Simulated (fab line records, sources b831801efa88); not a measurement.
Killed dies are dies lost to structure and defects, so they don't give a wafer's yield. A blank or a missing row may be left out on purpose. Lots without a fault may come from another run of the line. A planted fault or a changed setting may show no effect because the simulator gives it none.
Tool commonality check | flow gf180mcu | 13 lots, 39 wafers sampled

WHY IT WAS OPENED
At GF_VT_IMPLANT_RS_MEAS_49 the reading MVPSD_RS is flagged on 2 of 13 lots. Wafers without a fault read 1168.9 ohm/sq, standard deviation 2.7.
Rule: a lot is flagged when every wafer of it that has a number lies more than 4 standard deviations from that mean, or none has a number. The other lots count as sound.

lot  | measured     | on            | MVPSD_RS (ohm/sq), wafer by wafer | flag
L624 | day 7 19:13  | film_metro-03 | 1170.2 1165.1 1167.2              |
L626 | day 8 05:09  | film_metro-01 | 1169.6 1165.7 1169.7              |
L627 | day 8 10:10  | film_metro-03 | 1168.7 1169.8 1170.4              |
L628 | day 8 15:02  | film_metro-04 | 1167.0 1170.9 1164.7              |
L629 | day 9 03:31  | film_metro-01 | 1167.4 1164.0 1163.9              |
L630 | day 9 05:08  | film_metro-03 | 1168.9 1168.1 1167.9              |
L632 | day 9 19:19  | film_metro-01 | 1167.6 1165.3 1166.4              |
L634 | day 10 07:40 | film_metro-01 | 1170.4 1172.9 1167.5              |
L635 | day 10 15:16 | film_metro-03 | 1170.9 1167.1 1172.2              |
L641 | day 12 06:46 | film_metro-03 | 1196.5 1196.2 1196.6              | FLAGGED
L642 | day 12 13:08 | film_metro-03 | 1188.1 1191.9 1191.2              | FLAGGED
L646 | day 13 19:32 | film_metro-03 | 1170.2 1170.5 1168.5              |
L647 | day 13 23:52 | film_metro-04 | 1167.7 1166.2 1167.3              |
The numbers of the flagged lots are 1193.4 ohm/sq on average: +24.5 ohm/sq against the usual, or +9 standard deviations.

WHICH TOOL RAN EACH LOT
The record holds 2 process steps before the reading, out of a route of 602 steps. In each cell: the tool, then ch and the chambers that the sampled wafers went through, then the start.
lot  | flag    | GF_STI_ETCH_14                  | GF_MVPSD_IMPLANT_09
L624 |         | rie_si-01 ch 0,2, day 2 02:06   | implanter-03 ch 0, day 5 04:47
L626 |         | rie_si-01 ch 1,2, day 2 14:17   | implanter-03 ch 0, day 5 14:59
L627 |         | rie_si-02 ch 1,2,3, day 2 17:59 | implanter-03 ch 0, day 5 18:35
L628 |         | rie_si-02 ch 0,1,3, day 2 22:14 | implanter-04 ch 0, day 5 22:58
L629 |         | rie_si-01 ch 0,1,2, day 3 03:31 | implanter-03 ch 0, day 6 10:10
L630 |         | rie_si-01 ch 0,2,3, day 3 08:11 | implanter-02 ch 0, day 6 12:38
L632 |         | rie_si-01 ch 0,2,3, day 3 19:26 | implanter-03 ch 0, day 7 00:35
L634 |         | rie_si-02 ch 0,2,3, day 4 05:29 | implanter-02 ch 0, day 7 11:38
L635 |         | rie_si-02 ch 0,2,3, day 4 10:28 | implanter-03 ch 0, day 7 18:10
L641 | FLAGGED | rie_si-02 ch 1,3, day 5 17:14   | implanter-03 ch 0, day 9 05:13
L642 | FLAGGED | rie_si-02 ch 0,3, day 5 21:50   | implanter-03 ch 0, day 9 10:38
L646 |         | rie_si-01 ch 0,1,3, day 6 18:49 | implanter-04 ch 0, day 10 13:21
L647 |         | rie_si-01 ch 0,3, day 7 00:44   | implanter-04 ch 0, day 10 17:06
What these steps do:
- GF_STI_ETCH_14: etches Si in HBr/Cl2/O2, target depth 360 nm, time 102.9 s.
- GF_MVPSD_IMPLANT_09
- GF_VT_IMPLANT_RS_MEAS_49: measures by four-point-probe.

FLAGGED OVER TOTAL, TOOL BY TOOL (the gauges that took the reading come last)
step                     | tool          | lots run | flagged | share of the flagged lots | sound lots run after its first flagged lot
GF_STI_ETCH_14           | rie_si-01     | 7        | 0       | none                      | -
GF_STI_ETCH_14           | rie_si-02     | 6        | 2       | all                       | 0
GF_MVPSD_IMPLANT_09      | implanter-02  | 2        | 0       | none                      | -
GF_MVPSD_IMPLANT_09      | implanter-03  | 8        | 2       | all                       | 0
GF_MVPSD_IMPLANT_09      | implanter-04  | 3        | 0       | none                      | -
GF_VT_IMPLANT_RS_MEAS_49 | film_metro-01 | 4        | 0       | none                      | -
GF_VT_IMPLANT_RS_MEAS_49 | film_metro-03 | 7        | 2       | all                       | 1 (L646)
GF_VT_IMPLANT_RS_MEAS_49 | film_metro-04 | 2        | 0       | none                      | -

WHAT THE TABLE ALLOWS
3 rows of the table ran every flagged lot: rie_si-02 at GF_STI_ETCH_14, implanter-03 at GF_MVPSD_IMPLANT_09, film_metro-03 at GF_VT_IMPLANT_RS_MEAS_49.
- rie_si-02 at GF_STI_ETCH_14: 2 of its 6 lots flagged. Its last sound lot is L635 (day 4 10:28), its first flagged lot L641 (day 5 17:14): a fault that began between those two fits.
- implanter-03 at GF_MVPSD_IMPLANT_09: 2 of its 8 lots flagged. Its last sound lot is L635 (day 7 18:10), its first flagged lot L641 (day 9 05:13): a fault that began between those two fits. Its own readings lie more than 4 standard deviations out on every wafer of the flagged lots: dose_ions_cm2, faraday_current_uA.
- film_metro-03 at GF_VT_IMPLANT_RS_MEAS_49: 2 of its 7 lots flagged. Sound lots ran on it after the first flagged one (L646), which a lasting fault on the whole tool wouldn't allow.
Counting lots can't tell these 2 tools apart, because each fits a fault that began at some hour. More lots, or a look at what each step does to the wafer, might.

WHAT THE SIMULATOR HAD PUT IN
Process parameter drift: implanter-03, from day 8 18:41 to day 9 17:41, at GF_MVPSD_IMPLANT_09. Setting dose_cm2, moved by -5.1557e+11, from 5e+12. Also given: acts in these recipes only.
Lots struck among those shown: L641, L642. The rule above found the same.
